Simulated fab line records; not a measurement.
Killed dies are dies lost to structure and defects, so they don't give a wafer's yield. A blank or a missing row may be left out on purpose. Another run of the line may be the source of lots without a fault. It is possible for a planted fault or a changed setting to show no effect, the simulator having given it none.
Commonality check across tools    flow sky130    11 lots and 39 wafers in the sample

## WHAT PROMPTED THE OPENING
At SKY_SONOS_ONO_THK_MEAS_03 the reading SONOS_ONO_CVD_02_THK is flagged on 2 of 11 lots. Wafers without a fault read 10.57 nm, standard deviation 0.16.
Rule: a lot gets a flag if all its wafers with a number sit over 4 standard deviations from that mean, or if no wafer of it has a number. All remaining lots are regarded as sound.

lot   measured      on             SONOS_ONO_CVD_02_THK (nm), wafer by wafer  flag
L224  day 11 23:17  film_metro-04  10.80 10.83 10.77                          
L226  day 12 15:55  film_metro-04  10.44 10.40 10.60                          
L227  day 13 05:03  film_metro-04  10.44 10.50 10.49                          
L228  day 13 07:52  film_metro-01  10.44 10.51 10.41                          
L232  day 14 18:24  film_metro-02  10.59 10.61 10.68                          
L233  day 15 01:40  film_metro-01  18.31 18.32 18.40 18.30 18.28 18.36        FLAGGED
L234  day 15 10:08  film_metro-02  18.42 18.36 18.40 18.41 18.33 18.37        FLAGGED
L242  day 18 02:43  film_metro-04  10.48 10.44 10.55                          
L243  day 18 08:12  film_metro-01  10.40 10.61 10.48                          
L244  day 18 17:15  film_metro-04  10.03 10.11 10.03                          
L246  day 19 05:14  film_metro-04  10.54 10.59 10.64                          
The numbers of the flagged lots are 18.36 nm on average: +7.79 nm against the usual, or +49 standard deviations.

## WHICH TOOL RAN EACH LOT
2 process steps preceding the reading are held in the record, out of 708 steps in the route. In each cell: the tool, then ch and the chambers that the sampled wafers went through, then the start.
lot   flag     SKY_VT_ADJUST_NCORE_STRIP_10          SKY_SONOS_ONO_CVD_02
L224           plasma_asher-03 ch 0,1, day 8 22:38   lpcvd-02 ch 1, day 11 22:14
L226           plasma_asher-03 ch 0,1, day 9 13:31   lpcvd-02 ch 0, day 12 14:52
L227           plasma_asher-02 ch 0,1, day 9 23:11   lpcvd-02 ch 1, day 13 03:58
L228           plasma_asher-01 ch 0,1, day 10 02:25  lpcvd-02 ch 0, day 13 06:49
L232           plasma_asher-02 ch 0,1, day 11 10:58  lpcvd-02 ch 1, day 14 17:21
L233  FLAGGED  plasma_asher-03 ch 0,1, day 11 16:38  lpcvd-02 ch 0, day 15 00:05
L234  FLAGGED  plasma_asher-02 ch 0,1, day 12 01:38  lpcvd-02 ch 1, day 15 09:05
L242           plasma_asher-02 ch 0,1, day 14 10:19  lpcvd-02 ch 0, day 18 01:38
L243           plasma_asher-01 ch 0,1, day 14 15:37  lpcvd-02 ch 1, day 18 07:08
L244           plasma_asher-02 ch 1, day 15 00:28    lpcvd-02 ch 1, day 18 16:11
L246           plasma_asher-01 ch 0,1, day 15 10:14  lpcvd-02 ch 1, day 19 04:11
These steps, and what they do:
- SKY_VT_ADJUST_NCORE_STRIP_10: strips in O2/N2.
- SKY_SONOS_ONO_CVD_02: deposits Si3N4 from DCS/NH3, target thk 10.5 nm, time 180 s.
- SKY_SONOS_ONO_THK_MEAS_03

## FLAGGED AGAINST TOTAL, ONE TOOL AT A TIME (gauges that did the reading follow at the end)
step                          tool             lots run  flagged  share of the flagged lots  sound lots run after its first flagged lot
SKY_VT_ADJUST_NCORE_STRIP_10  plasma_asher-01  3         0        none                       -
SKY_VT_ADJUST_NCORE_STRIP_10  plasma_asher-02  5         1        some                       2 (L242,L244)
SKY_VT_ADJUST_NCORE_STRIP_10  plasma_asher-03  3         1        some                       0
SKY_SONOS_ONO_CVD_02          lpcvd-02         11        2        all                        4 (L242,L243,L244,L246)
SKY_SONOS_ONO_THK_MEAS_03     film_metro-01    3         1        some                       1 (L243)
SKY_SONOS_ONO_THK_MEAS_03     film_metro-02    2         1        some                       0
SKY_SONOS_ONO_THK_MEAS_03     film_metro-04    6         0        none                       -

## WHAT THE TABLE ALLOWS
Rows of the table that ran each flagged lot: 1, that is lpcvd-02 at SKY_SONOS_ONO_CVD_02.
- lpcvd-02 at SKY_SONOS_ONO_CVD_02: 2 of its 11 lots flagged. Sound lots followed the first flagged one (L242, L243, L244, L246) on it, something a lasting fault affecting the whole tool could not allow. Its own readings (spike_tc_bottom_C, spike_tc_centre_C, spike_tc_lower_C, spike_tc_top_C, spike_tc_upper_C, susceptor_temp_C) fall more than 4 standard deviations out on all wafers of the flagged lots.
Not one row of the table ran every flagged lot while running no sound lot after the first.

## WHAT THE SIMULATOR HAD INSERTED
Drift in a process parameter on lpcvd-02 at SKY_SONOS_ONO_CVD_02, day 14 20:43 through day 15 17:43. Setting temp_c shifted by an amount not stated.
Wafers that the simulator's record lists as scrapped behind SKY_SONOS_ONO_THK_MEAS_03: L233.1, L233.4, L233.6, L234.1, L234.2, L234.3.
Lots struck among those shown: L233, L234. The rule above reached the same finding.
